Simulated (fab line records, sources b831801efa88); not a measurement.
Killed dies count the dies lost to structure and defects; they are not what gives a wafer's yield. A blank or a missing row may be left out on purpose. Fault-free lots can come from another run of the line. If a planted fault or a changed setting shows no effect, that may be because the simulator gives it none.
Check for tools in common	flow gf180mcu	42 wafers sampled across 14 lots

== WHY THIS WAS OPENED ==
On 2 of the 14 lots, a flag is raised at GF_TOP_METAL_CD_MEAS_14 on the reading cd_nm. Fault-free wafers read 440.2 nm, with a standard deviation of 2.6.
Rule: a lot gets a flag if all its wafers with a number sit over 4 standard deviations from that mean, or if no wafer of it has a number. All remaining lots are regarded as sound.

lot	measured	on	cd_nm (nm), wafer by wafer	flag
L933	day 28 13:02	cd_sem-01	438.4 437.4 435.8	
L934	day 29 02:18	cd_sem-02	444.0 444.1 445.3	
L935	day 29 07:55	cd_sem-02	441.5 441.3 440.6	
L936	day 29 16:38	cd_sem-02	442.1 441.5 440.8	
L937	day 29 17:58	cd_sem-02	424.1 416.5 427.3	FLAGGED
L938	day 30 02:43	cd_sem-02	441.7 444.4 442.4	
L940	day 30 19:02	cd_sem-01	429.6 406.4 427.6	FLAGGED
L944	day 31 19:28	cd_sem-02	438.9 436.9 440.9	
L946	day 32 12:43	cd_sem-01	439.7 434.9 436.8	
L947	day 32 13:02	cd_sem-01	437.8 438.2 438.8	
L948	day 32 23:01	cd_sem-01	433.9 437.2 435.5	
L952	day 33 21:09	cd_sem-01	440.2 436.8 437.0	
L953	day 34 05:46	cd_sem-01	443.4 439.7 441.3	
L954	day 34 07:05	cd_sem-01	440.6 445.2 442.7	
The mean of the flagged lots' numbers is 421.9 nm, -18.3 nm from the usual (-7 standard deviations).

== LOT BY LOT: THE TOOL USED ==
Before the reading, the record contains 3 process steps out of a 602-step route. In each cell: the tool, then ch and the chambers that the sampled wafers went through, then the start.
lot	flag	GF_MIM_STRIP_20	GF_V5_CVD_23	GF_TOP_METAL_EXPOSE_11
L933		plasma_asher-04 ch 0,1, day 25 21:26	cvd_w-01 ch 0,1, day 27 16:56	iline_stepper-02 ch 0, day 28 02:55
L934		plasma_asher-01 ch 1, day 26 09:47	cvd_w-02 ch 0,1, day 28 06:32	iline_stepper-01 ch 0, day 28 16:46
L935		plasma_asher-04 ch 1, day 26 17:17	cvd_w-02 ch 0,1, day 28 11:49	iline_stepper-01 ch 0, day 28 22:22
L936		plasma_asher-04 ch 0,1, day 27 02:23	cvd_w-01 ch 0,1, day 28 20:51	iline_stepper-02 ch 0, day 29 07:14
L937	FLAGGED	plasma_asher-04 ch 0,1, day 27 05:05	cvd_w-01 ch 0,1, day 28 22:16	iline_stepper-01 ch 0, day 29 08:54
L938		plasma_asher-02 ch 0,1, day 27 13:08	cvd_w-02 ch 0,1, day 29 07:03	iline_stepper-02 ch 0, day 29 17:39
L940	FLAGGED	plasma_asher-02 ch 0,1, day 28 06:55	cvd_w-01 ch 0,1, day 29 23:46	iline_stepper-01 ch 0, day 30 10:34
L944		plasma_asher-04 ch 0,1, day 29 11:19	cvd_w-01 ch 0, day 31 01:39	iline_stepper-02 ch 0, day 31 11:11
L946		plasma_asher-02 ch 0,1, day 30 04:23	cvd_w-02 ch 0,1, day 31 18:45	iline_stepper-02 ch 0, day 32 04:21
L947		plasma_asher-04 ch 0,1, day 30 07:38	cvd_w-01 ch 0, day 31 20:39	iline_stepper-02 ch 0, day 32 05:26
L948		plasma_asher-02 ch 0,1, day 30 16:50	cvd_w-01 ch 0,1, day 32 06:13	iline_stepper-01 ch 0, day 32 15:18
L952		plasma_asher-02 ch 0,1, day 31 17:56	cvd_w-02 ch 0,1, day 33 04:35	iline_stepper-02 ch 0, day 33 13:39
L953		plasma_asher-02 ch 0,1, day 32 03:41	cvd_w-02 ch 1, day 33 14:07	iline_stepper-01 ch 0, day 33 22:35
L954		plasma_asher-01 ch 0,1, day 32 04:53	cvd_w-02 ch 0,1, day 33 15:40	iline_stepper-01 ch 0, day 33 23:55
These steps, and what they do:
- GF_MIM_STRIP_20: strips in O2/N2.
- GF_V5_CVD_23: deposits W, target thk 350 nm, time 104.9 s.
- GF_TOP_METAL_EXPOSE_11: exposes mask MetalTop, target cd 440 nm.
- GF_TOP_METAL_CD_MEAS_14: target cd 440 nm.

== FLAGGED OVER TOTAL, TOOL BY TOOL (the gauges that took the reading come last) ==
step	tool	lots run	flagged	share of the flagged lots	sound lots run after its first flagged lot
GF_MIM_STRIP_20	plasma_asher-01	2	0	none	-
GF_MIM_STRIP_20	plasma_asher-02	6	1	some	4 (L946,L948,L952,L953)
GF_MIM_STRIP_20	plasma_asher-04	6	1	some	2 (L944,L947)
GF_V5_CVD_23	cvd_w-01	7	2	all	3 (L944,L947,L948)
GF_V5_CVD_23	cvd_w-02	7	0	none	-
GF_TOP_METAL_EXPOSE_11	iline_stepper-01	7	2	all	3 (L948,L953,L954)
GF_TOP_METAL_EXPOSE_11	iline_stepper-02	7	0	none	-
GF_TOP_METAL_CD_MEAS_14	cd_sem-01	8	1	some	6 (L946,L947,L948,L952,L953,L954)
GF_TOP_METAL_CD_MEAS_14	cd_sem-02	6	1	some	2 (L938,L944)

== WHAT THE TABLE PERMITS ==
Rows of the table that ran all the flagged lots, 2 in number: cvd_w-01 at GF_V5_CVD_23; iline_stepper-01 at GF_TOP_METAL_EXPOSE_11.
- cvd_w-01 at GF_V5_CVD_23 ran 7 lots, 2 of them flagged. Sound lots followed the first flagged one (L944, L947, L948) on it, something a lasting fault affecting the whole tool could not allow.
- iline_stepper-01 at GF_TOP_METAL_EXPOSE_11 ran 7 lots, 2 of them flagged. Sound lots followed the first flagged one (L948, L953, L954) on it, something a lasting fault affecting the whole tool could not allow.
Not one row of the table ran every flagged lot while running no sound lot after the first.

== WHAT HAD BEEN PUT IN BY THE SIMULATOR ==
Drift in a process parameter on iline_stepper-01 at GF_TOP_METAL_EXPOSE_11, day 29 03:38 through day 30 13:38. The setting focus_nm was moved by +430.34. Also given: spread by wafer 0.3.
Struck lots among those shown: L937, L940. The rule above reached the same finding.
